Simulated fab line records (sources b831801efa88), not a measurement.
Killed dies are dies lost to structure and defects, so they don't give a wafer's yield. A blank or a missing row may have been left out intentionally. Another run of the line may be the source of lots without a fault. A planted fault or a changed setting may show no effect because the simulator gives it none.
fab line records    flow sky130
record: lots: 6  wafers: 17  last-day: 50
route steps=708 shown METAL3@532 CAPM@537
lots that met no fault: taken from a fault-free run of the same line
start-h: hours from the record's opening day to when the first of the lot's shown wafers began    wait-h: hours from the lot's prior step to this one    " repeats the value in the row above    L1.1+2: one row covering several wafers at once    - no value present, or no start provided    * or withheld: withheld    < > ~ a bound
route shown NAME@n: names a module that has steps shown in the file, with the first one's number in the route    usual: mean/standard deviation taken from wafers without a fault    same: alike in all rows    chamber/n: place in a boat    sites: readings site by site    _std_site: standard deviation across them    _edge_site: inner sites' mean taken away from outer sites' mean    radius-mm: for every site, how far away it sits from the centre of the wafer    mask NAME#n: copy n    behind: the last tool/chamber to shape the wafer    hold: cause of the lot's hold/its duration in hours/its outcome    device: which transistor (n, p or np) failed to switch    end of line: the same wafers' tests at the end of the route    a step with no rows: only its recipe    killed: dies lost to structure and defects at the first sort, not the wafer's yield    map: a wafer's dies, marking killed ones x, the rest . and places with no die _
set.NAME: the setting that was run; set.NAME@STEP: the one run at that earlier step    model.NAME: the simulator's own value behind a step, which no gauge read
lots at some steps of the route; a table a step, a row a wafer
services: a tool's chamber out of use, with start hour (start-h, from the record's first day; less than 0 if before it), hours out, and reason
== steps ==
step: SKY_METAL3_SPUTTER_00
recipe: material: Ti  target-thk-nm: 15  power-w: 3000  time-s: 10  chamber-pressure-pa: 0.4
usual: chamber-pressure-pa: 0.4001/0.00084  throttle-valve-pct: 30.1/0.72
lot.wafer  tool            chamber  start-h  wait-h  chamber-pressure-pa  throttle-valve-pct
L967.1     pvd-sputter-02  -        904.12   0.2     0.3997               30.6
L967.2     "               -        "        "       0.4002               30.2
L967.5     "               -        "        "       0.3995               28.7
L969.2     pvd-sputter-02  -        906.99   0.1     0.4001               30.1
L969.4     "               -        "        "       0.4001               28.8
L969.5     "               -        "        "       0.3995               30.1
L971.3     pvd-sputter-03  -        909.91   0.1     0.3986               30.0
L971.5     "               -        "        "       0.3995               30.6
L971.6     "               -        "        "       0.3996               29.9
L980.1     pvd-sputter-03  -        969.75   0.1     0.3996               30.9
L980.3     "               -        "        "       0.3986               30.8
L982.1     pvd-sputter-04  -        984.71   0.2     0.4002               30.6
L982.2     "               -        "        "       0.4004               28.9
L982.5     "               -        "        "       0.3993               30.2
L985.3     pvd-sputter-02  -        999.52   0.2     0.4006               28.8
L985.4     "               -        "        "       0.4018               29.9
L985.6     "               -        "        "       0.3994               30.1
step: SKY_METAL3_SPUTTER_01
recipe: material: TiN  target-thk-nm: 20  power-w: 6500  time-s: 16.7  chamber-pressure-pa: 0.4
usual: chamber-pressure-pa: 0.4001/0.00087  throttle-valve-pct: 30.1/0.73
lot.wafer  tool            chamber  start-h  wait-h  chamber-pressure-pa  throttle-valve-pct
L967.1     pvd-sputter-02  -        904.14   0.0     0.3999               30.6
L967.2     "               -        "        "       0.3999               30.3
L967.5     "               -        "        "       0.4005               28.8
L969.2     pvd-sputter-02  -        907.02   0.0     0.4008               30.0
L969.4     "               -        "        "       0.3991               28.4
L969.5     "               -        "        "       0.4016               29.5
L971.3     pvd-sputter-03  -        909.93   0.0     0.4002               30.3
L971.5     "               -        "        "       0.3991               30.7
L971.6     "               -        "        "       0.3989               30.0
L980.1     pvd-sputter-03  -        969.77   0.0     0.4004               30.8
L980.3     "               -        "        "       0.4009               30.6
L982.1     pvd-sputter-04  -        984.74   0.0     0.3998               31.0
L982.2     "               -        "        "       0.4005               28.8
L982.5     "               -        "        "       0.3998               30.4
L985.3     pvd-sputter-02  -        999.54   0.0     0.3994               28.6
L985.4     "               -        "        "       0.3993               29.8
L985.6     "               -        "        "       0.3996               30.3
step: SKY_METAL3_SPUTTER_02
recipe: material: AlCu  target-thk-nm: 735  power-w: 10600  time-s: 39.1  chamber-pressure-pa: 0.4
usual: chamber-pressure-pa: 0.3999/0.00078  throttle-valve-pct: 30.1/0.73
lot.wafer  tool            chamber  start-h  wait-h  chamber-pressure-pa  throttle-valve-pct
L967.1     pvd-sputter-02  -        904.17   0.0     0.4009               30.6
L967.2     "               -        "        "       0.3987               30.2
L967.5     "               -        "        "       0.4001               28.5
L969.2     pvd-sputter-02  -        907.04   0.0     0.3995               29.6
L969.4     "               -        "        "       0.3995               29.1
L969.5     "               -        "        "       0.4011               29.9
L971.3     pvd-sputter-03  -        909.96   0.0     0.3998               30.0
L971.5     "               -        "        "       0.4000               30.6
L971.6     "               -        "        "       0.3997               30.1
L980.1     pvd-sputter-03  -        969.80   0.0     0.3997               30.6
L980.3     "               -        "        "       0.3997               30.5
L982.1     pvd-sputter-04  -        984.76   0.0     0.4005               30.8
L982.2     "               -        "        "       0.4006               28.9
L982.5     "               -        "        "       0.4002               30.0
L985.3     pvd-sputter-02  -        999.57   0.0     0.3994               28.7
L985.4     "               -        "        "       0.4006               29.5
L985.6     "               -        "        "       0.4008               30.2
step: SKY_METAL3_SPUTTER_03
recipe: material: Ti  target-thk-nm: 5  power-w: 3000  time-s: 3.3  chamber-pressure-pa: 0.4
step: SKY_METAL3_SPUTTER_04
recipe: material: TiN  target-thk-nm: 70  power-w: 6500  time-s: 58.3  chamber-pressure-pa: 0.4
step: SKY_CAPM_CVD_00
recipe: material: SiO2  target-thk-nm: 15.5  temp-c: 400  time-s: withheld  rf-w: 450
usual: heater-power-w: 710/78  rf-fwd-power-W: 440.3/1.8
lot.wafer  tool      chamber  start-h  wait-h  heater-power-w  rf-fwd-power-W
L967.1     pecvd-04  2        904.28   0.0     722             440.5
L967.2     "         1        "        "       681             438.5
L967.5     "         1        "        "       677             438.9
L969.2     pecvd-04  2        907.15   0.0     777             436.7
L969.4     "         1        "        "       710             439.3
L969.5     "         2        "        "       765             438.1
L971.3     pecvd-02  2        910.07   0.0     700             445.0
L971.5     "         2        "        "       712             442.8
L971.6     "         0        "        "       664             443.3
L980.1     pecvd-02  1        969.90   0.0     739             440.2
L980.3     "         0        "        "       652             443.1
L982.1     pecvd-03  1        984.87   0.0     755             439.8
L982.2     "         2        "        "       896             438.2
L982.5     "         0        "        "       662             441.7
L985.3     pecvd-02  1        999.67   0.0     648             441.2
L985.4     "         0        "        "       658             443.0
L985.6     "         1        "        "       639             441.5
step: SKY_CAPM_THK_MEAS_01
recipe: reads: SiO2_of_CAPM_CVD_00
usual: CAPM_CVD_00_THK: 15.47/0.24
lot.wafer  tool           chamber  start-h  wait-h  CAPM_CVD_00_THK[nm]
L967.1     film-metro-02  -        904.30   -       15.39
L967.2     "              -        "        "       15.57
L967.5     "              -        "        "       15.57
L969.2     film-metro-02  -        907.18   -       15.06
L969.4     "              -        "        "       15.42
L969.5     "              -        "        "       15.67
L971.3     film-metro-04  -        910.11   -       15.40
L971.5     "              -        "        "       15.56
L971.6     "              -        "        "       15.68
L980.1     film-metro-04  -        969.92   -       15.57
L980.3     "              -        "        "       15.65
L982.1     film-metro-02  -        984.89   -       14.94
L982.2     "              -        "        "       15.01
L982.5     "              -        "        "       15.29
L985.3     film-metro-03  -        999.71   -       15.48
L985.4     "              -        "        "       15.66
L985.6     "              -        "        "       15.65
step: SKY_CAPM_SPUTTER_02
recipe: material: TiN  target-thk-nm: 200  temp-c: 300  power-w: 6500  time-s: 166.7  chamber-pressure-pa: 0.4
usual: chamber-pressure-pa: 0.3999/0.00082  throttle-valve-pct: 30.1/0.78
lot.wafer  tool            chamber  start-h  wait-h  chamber-pressure-pa  throttle-valve-pct
L967.1     pvd-sputter-03  -        904.36   0.1     0.4006               30.7
L967.2     "               -        "        "       0.3989               30.7
L967.5     "               -        "        "       0.4004               30.6
L969.2     pvd-sputter-01  -        907.23   0.0     0.4000               28.8
L969.4     "               -        "        "       0.3997               31.1
L969.5     "               -        "        "       0.3998               29.4
L971.3     pvd-sputter-04  -        910.15   0.0     0.4010               30.3
L971.5     "               -        "        "       0.3996               31.1
L971.6     "               -        "        "       0.3989               28.7
L980.1     pvd-sputter-04  -        969.98   0.1     0.3996               30.1
L980.3     "               -        "        "       0.3995               29.0
L982.1     pvd-sputter-01  -        984.95   0.1     0.3988               28.9
L982.2     "               -        "        "       0.4006               31.1
L982.5     "               -        "        "       0.3976               29.6
L985.3     pvd-sputter-04  -        999.75   0.0     0.3999               29.8
L985.4     "               -        "        "       0.4009               30.0
L985.6     "               -        "        "       0.3997               30.0
step: SKY_CAPM_RS_MEAS_03
recipe: thk-meas-gauge: four-point-probe  reads: TiN_of_CAPM_SPUTTER_02
usual: CAPM_TIN_RS: 6.90/0.067
lot.wafer  tool           chamber  start-h  wait-h  CAPM_TIN_RS[ohm/sq]
L967.1     film-metro-04  -        904.53   0.1     6.88
L967.2     "              -        "        "       6.92
L967.5     "              -        "        "       6.81
L969.2     film-metro-03  -        907.36   0.1     6.99
L969.4     "              -        "        "       7.03
L969.5     "              -        "        "       7.00
L971.3     film-metro-02  -        910.30   0.1     6.92
L971.5     "              -        "        "       6.92
L971.6     "              -        "        "       6.91
L980.1     film-metro-03  -        970.09   0.1     6.72
L980.3     "              -        "        "       6.77
L982.1     film-metro-04  -        985.06   0.1     6.95
L982.2     "              -        "        "       6.98
L982.5     "              -        "        "       6.95
L985.3     film-metro-02  -        999.93   0.1     6.82
L985.4     "              -        "        "       6.81
L985.6     "              -        "        "       6.79
step: SKY_CAPM_THK_MEAS_04
recipe: thk-meas-gauge: xrf  reads: TiN_of_CAPM_SPUTTER_02
usual: CAPM_TIN_THK: 203.7/2.1
lot.wafer  tool           chamber  start-h  wait-h  CAPM_TIN_THK[nm]
L967.1     film-metro-04  -        904.65   0.1     202.3
L967.2     "              -        "        "       202.8
L967.5     "              -        "        "       205.8
L969.2     film-metro-03  -        907.47   0.1     200.8
L969.4     "              -        "        "       200.7
L969.5     "              -        "        "       201.5
L971.3     film-metro-02  -        910.40   0.1     201.7
L971.5     "              -        "        "       201.6
L971.6     "              -        "        "       202.5
L980.1     film-metro-03  -        970.21   0.1     210.2
L980.3     "              -        "        "       208.2
L982.1     film-metro-04  -        985.18   0.1     202.5
L982.2     "              -        "        "       201.7
L982.5     "              -        "        "       202.0
L985.3     film-metro-02  -        1000.03  0.1     206.8
L985.4     "              -        "        "       207.2
L985.6     "              -        "        "       206.7
step: SKY_CAPM_DEHYDRATE_05
recipe: temp-c: 200  time-s: 60
step: SKY_CAPM_HMDS_06
recipe: prime-time-s: 60  prime-temp-c: 120
step: SKY_CAPM_COAT_07
recipe: resist: NOVOLAK  spin-rpm: 3000  resist-thk-nm: 1140
lot.wafer  tool            chamber  start-h  wait-h  model.NOVOLAK_of_CAPM_COAT_07.thk-nm
L967.1     litho-track-03  0        916.64   0.1     1139
L967.2     "               0        "        "       1135
L967.5     "               0        "        "       1138
L969.2     litho-track-01  0        920.21   0.1     1139
L969.4     "               0        "        "       1137
L969.5     "               0        "        "       1138
L971.3     litho-track-01  0        923.49   0.1     1142
L971.5     "               0        "        "       1141
L971.6     "               0        "        "       1139
L980.1     litho-track-01  0        981.69   0.1     1017
L980.3     "               0        "        "       1140
L982.1     litho-track-01  0        996.94   0.1     1014
L982.2     "               0        "        "       1132
L982.5     "               0        "        "       1015
L985.3     litho-track-02  0        1010.67  0.1     1147
L985.4     "               0        "        "       1146
L985.6     "               0        "        "       1148
step: SKY_CAPM_SOFTBAKE_08
recipe: temp-c: 90  time-s: 60  resist: NOVOLAK
step: SKY_CAPM_EXPOSE_09
recipe: mask-id: CAPM  na: 0.6  source-shape: conventional  sigma-outer: 0.6  polarization: unpolarized  target-cd-nm: 1000  dose-mj: 159
step: SKY_CAPM_PEB_10
recipe: temp-c: withheld  time-s: *  resist: NOVOLAK
step: SKY_CAPM_DEVELOP_11
recipe: resist: NOVOLAK  developer: TMAH  develop-time-s: 60  dev-temp-c: 23
step: SKY_CAPM_OVL_MEAS_12
usual: CAPM_OVL: -0.4/1.4
lot.wafer  tool        chamber  start-h  wait-h  CAPM_OVL[nm]
L967.1     overlay-02  -        929.37   0.1     -0.5
L967.2     "           -        "        "       -0.1
L967.5     "           -        "        "       -1.1
L969.2     overlay-02  -        931.83   0.1     1.4
L969.4     "           -        "        "       -0.3
L969.5     "           -        "        "       -1.8
L971.3     overlay-02  -        934.73   0.1     1.4
L971.5     "           -        "        "       -0.7
L971.6     "           -        "        "       -0.2
L980.1     overlay-02  -        993.04   0.1     0.4
L980.3     "           -        "        "       0.9
L982.1     overlay-01  -        1008.02  0.1     -2.0
L982.2     "           -        "        "       -0.7
L982.5     "           -        "        "       -1.0
L985.3     overlay-02  -        1022.95  0.1     -0.7
L985.4     "           -        "        "       -2.9
L985.6     "           -        "        "       -0.8
step: SKY_CAPM_METAL_ETCH_13
recipe: target-depth-nm: 220  stop-on: SiO2  chemistry: Cl2/BCl3  target: TiN  pressure-mtorr: 10  icp-w: 900  bias-w: 48.5  Cl2_flow_sccm: 60  bcl3-flow-sccm: 30  time-s: 62.9
usual: bcl3-flow-sccm: 30.01/0.082  chamber-pressure-mTorr: 10.000/0.0092  drypump-motor-current-A: 5.8/0.33  oes-product-au: 0.942/0.0068  rf-fwd-power-W: 892/3.1  throttle-valve-pct: 21.901/0.0099
lot.wafer  tool          chamber  start-h  wait-h  bcl3-flow-sccm  chamber-pressure-mTorr  drypump-motor-current-A  oes-product-au  rf-fwd-power-W  rf-hours-counter-h  throttle-valve-pct  model.NOVOLAK_of_CAPM_COAT_07.thk-nm  model.CAPM.cd-nm
L967.1     rie-metal-01  1        929.41   0.0     30.00           9.995                   6.0                      0.942           893             11                  21.900              990.5                                 996.2
L967.2     "             0        "        "       30.01           9.988                   6.2                      0.945           893             5                   21.884              988.6                                 995.4
L967.5     "             0        "        "       29.99           9.982                   6.2                      0.943           895             -                   21.909              990.7                                 993.5
L969.2     rie-metal-04  1        931.86   0.0     30.11           9.991                   6.4                      0.938           892             7                   21.910              990.3                                 998.8
L969.4     "             1        "        "       29.96           10.000                  6.3                      0.931           893             -                   21.900              989.1                                 1002
L969.5     "             1        "        "       30.00           9.993                   6.4                      0.937           890             -                   21.903              988.7                                 997.9
L971.3     rie-metal-04  0        934.78   0.0     29.92           10.009                  5.4                      0.940           887             -                   21.881              996.1                                 1003
L971.5     "             0        "        "       30.00           9.992                   5.4                      0.942           889             -                   21.905              994.1                                 1003
L971.6     "             1        "        "       29.97           9.999                   6.3                      0.933           889             -                   21.895              990.2                                 1001
L980.1     rie-metal-03  0        993.08   0.0     29.93           9.999                   5.5                      0.953           892             18                  21.889              869.7                                 991.2
L980.3     "             0        "        "       29.93           10.012                  5.6                      0.951           893             -                   21.906              993                                   1000
L982.1     rie-metal-01  1        1008.06  0.0     30.00           9.997                   6.1                      0.937           890             17                  21.901              867.3                                 986.9
L982.2     "             0        "        "       29.95           10.009                  6.2                      0.940           887             8                   21.914              986.5                                 997.2
L982.5     "             1        "        "       30.05           9.989                   6.1                      0.942           891             -                   21.907              867.5                                 987.5
L985.3     rie-metal-01  0        1023.00  0.0     29.92           10.014                  6.2                      0.947           891             -                   21.884              1001                                  1002
L985.4     "             1        "        "       29.86           9.979                   6.0                      0.953           890             -                   21.899              997.9                                 997.4
L985.6     "             0        "        "       30.12           9.993                   6.2                      0.950           897             -                   21.892              1003                                  1001
step: SKY_CAPM_STRIP_14
recipe: chemistry: O2/N2  power-w: 1400  pressure-mtorr: 1500  platen-temp-c: withheld  o2-flow-sccm: 3000  n2-flow-sccm: 300  overash-fraction: 0.5
usual: chamber-pressure-mTorr: 1499.9/1.3  drypump-motor-current-A: 5.5/0.39  oes-product-au: 0.711/0.0048  strip-time-to-endpoint-s: 12.65/0.042
lot.wafer  tool             chamber  start-h  wait-h  chamber-pressure-mTorr  drypump-motor-current-A  oes-product-au  rf-hours-counter-h  strip-time-to-endpoint-s
L967.1     plasma-asher-01  0        929.49   0.1     1498.4                  5.1                      0.707           51                  12.63
L967.2     "                1        "        "       1499.6                  5.6                      0.711           51                  12.61
L967.5     "                0        "        "       1502.0                  5.2                      0.711           -                   12.62
L969.2     plasma-asher-04  0        931.94   0.1     1498.9                  6.1                      0.708           106                 12.62
L969.4     "                0        "        "       1499.3                  6.1                      0.708           -                   12.61
L969.5     "                1        "        "       1500.1                  5.6                      0.702           -                   12.60
L971.3     plasma-asher-03  0        934.87   0.1     1501.2                  5.5                      0.719           -                   12.69
L971.5     "                1        "        "       1499.1                  5.0                      0.698           -                   12.66
L971.6     "                0        "        "       1500.5                  5.5                      0.705           -                   12.61
L980.1     plasma-asher-04  0        993.23   0.1     1500.6                  6.1                      0.697           111                 11.22
L980.3     "                0        "        "       1498.5                  6.1                      0.707           -                   12.65
L982.1     plasma-asher-03  0        1008.14  0.1     1499.4                  5.5                      0.693           91                  11.19
L982.2     "                1        "        "       1499.6                  4.9                      0.714           91                  12.58
L982.5     "                0        "        "       1500.3                  5.5                      0.698           -                   11.20
L985.3     plasma-asher-01  0        1023.09  0.1     1500.1                  5.1                      0.704           -                   12.74
L985.4     "                1        "        "       1497.7                  5.6                      0.713           -                   12.70
L985.6     "                1        "        "       1500.7                  5.5                      0.719           -                   12.78
step: SKY_CAPM_STRIP_15
recipe: chemistry: post-etch-residue-remover  time-s: 1200  temp-c: 72.5
== services ==
tool             chamber  start-h  hours  kind
pecvd-04         -        880.88   6.0    pm
rie-metal-04     1        886.63   3.6    repair
plasma-asher-03  -        889.01   2.0    repair
rie-metal-04     -        895.03   2.8    pm
pecvd-03         2        913.41   13.2   repair
plasma-asher-04  -        915.87   2.8    pm
rie-metal-01     1        916.12   7.5    repair
plasma-asher-03  -        924.04   1.0    repair
rie-metal-03     1        933.70   7.2    repair
pvd-sputter-04   -        933.97   2.4    repair
rie-metal-03     -        937.68   2.8    pm
pvd-sputter-03   -        943.03   1.7    repair
pecvd-03         0        944.35   4.4    repair
pecvd-02         1        958.06   5.9    repair
rie-metal-01     0        975.50   15.0   repair
rie-metal-03     1        980.39   20.4   repair
rie-metal-01     -        981.97   2.8    pm
pvd-sputter-02   -        982.11   11.9   repair
pvd-sputter-03   -        994.44   5.8    repair
pvd-sputter-03   -        995.29   14.7   repair
rie-metal-04     -        1003.65  1.4    pm
pvd-sputter-04   -        1005.31  0.9    repair
pecvd-04         1        1010.24  3.5    repair
pecvd-02         -        1014.03  2.8    pm
== key ==
first-sign: step: SKY_CAPM_STRIP_14  reading: strip-time-to-endpoint-s  direction: down  sigmas: 35  usual: *  struck: *
effect: step: SKY_CAPM_STRIP_14  reading: oes-product-au  direction: down  sigmas: 3.1  usual: 0.711  struck: 0.696
model-effect: step: SKY_CAPM_COAT_07  value: NOVOLAK_of_CAPM_COAT_07.thk-nm  without: 1139  struck: 1015
model-effect: step: SKY_CAPM_METAL_ETCH_13  value: NOVOLAK_of_CAPM_COAT_07.thk-nm  without: 991.9  struck: 868.2
met-at SKY_CAPM_COAT_07
struck-wafers L980.1,L982.1,L982.5
onset-between 923.49 981.69
fault: kind: process-parameter-drift  tool: litho-track-01  chamber: -  onset-h: 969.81  steps: SKY_CAPM_COAT_07  channel: resist-thk-nm  offset: -123.8  shape: step  end-h: 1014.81  scope: struck-wafers-only  acts-in: these-recipes-only  stated: 1140
